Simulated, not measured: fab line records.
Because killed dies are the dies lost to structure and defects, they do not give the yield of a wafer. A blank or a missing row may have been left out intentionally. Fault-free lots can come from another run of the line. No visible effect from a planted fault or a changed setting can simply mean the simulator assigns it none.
One fault seen from 2 desks / flow sky130 / every desk sees just its own numbers, and what lay behind them comes last

## AT THE METROLOGY DESK
What the gauges read, lot by lot, whatever tool the lot ran on: means of the sampled wafers that have a number. A lot is out of limits, marked OUT, if its mean lies more than 4 standard deviations from the usual mean; the brackets give that distance.
Columns: A = POLY_GATE_CVD_00_THK at SKY_POLY_GATE_THK_MEAS_01, usual 179.7 nm
lot=L374; first seen here=day 13 23:04; A=178.3
lot=L375; first seen here=day 14 02:32; A=179.1
lot=L376; first seen here=day 14 12:28; A=185.6
lot=L386; first seen here=day 18 02:34; A=180.2
lot=L387; first seen here=day 18 12:19; A=181.4
lot=L389; first seen here=day 19 06:06; A=179.5
lot=L390; first seen here=day 19 09:25; A=179.3
lot=L391; first seen here=day 20 00:35; A=183.0
lot=L393; first seen here=day 20 18:44; A=178.8
lot=L394; first seen here=day 21 02:53; A=181.3
lot=L395; first seen here=day 21 05:53; A=182.3
lot=L396; first seen here=day 21 20:07; A=179.6
lot=L397; first seen here=day 22 01:05; A=179.9
This desk's finding: nothing out of limits on any of the 13 lots.

## TOOL OWNER'S DESK, lpcvd-01
The tool's own readings at SKY_POLY_GATE_CVD_00 (deposits poly-Si, target thk 180 nm, time 720 s): means of the sampled wafers that have a number, for each lot that ran on this tool. A lot is out of limits, marked OUT, if its mean lies more than 4 standard deviations from the usual mean; the brackets give that distance.
Columns: A = spike-tc-bottom-C at SKY_POLY_GATE_CVD_00, usual 641.3 C; B = spike-tc-top-C at SKY_POLY_GATE_CVD_00, usual 638.5 C
lot=L374; first seen here=day 13 21:52; A=640.0; B=637.0
lot=L375; first seen here=day 14 01:19; A=640.4; B=637.5
lot=L376; first seen here=day 14 10:38; A=641.7; B=637.4
lot=L386; first seen here=day 18 01:22; A=642.9; B=639.4
lot=L387; first seen here=day 18 11:07; A=641.3; B=638.3
lot=L389; first seen here=day 19 04:54; A=640.9; B=637.3
lot=L390; first seen here=day 19 08:13; A=641.0; B=636.9
lot=L391; first seen here=day 19 23:22; A=642.3; B=640.3
lot=L393; first seen here=day 20 17:32; A=643.0; B=641.2
lot=L394; first seen here=day 21 01:41; A=642.2; B=640.9
lot=L395; first seen here=day 21 04:40; A=639.5; B=637.1
lot=L396; first seen here=day 21 18:54; A=641.0; B=636.8
lot=L397; first seen here=day 21 23:53; A=641.8; B=637.1
This desk's finding: nothing out of limits on any of the 13 lots.

## ALL TOGETHER
Metrology desk: nothing out of limits seen.
The desk of the tool owner found nothing out of limits.

## WHAT HAD BEEN PUT IN BY THE SIMULATOR
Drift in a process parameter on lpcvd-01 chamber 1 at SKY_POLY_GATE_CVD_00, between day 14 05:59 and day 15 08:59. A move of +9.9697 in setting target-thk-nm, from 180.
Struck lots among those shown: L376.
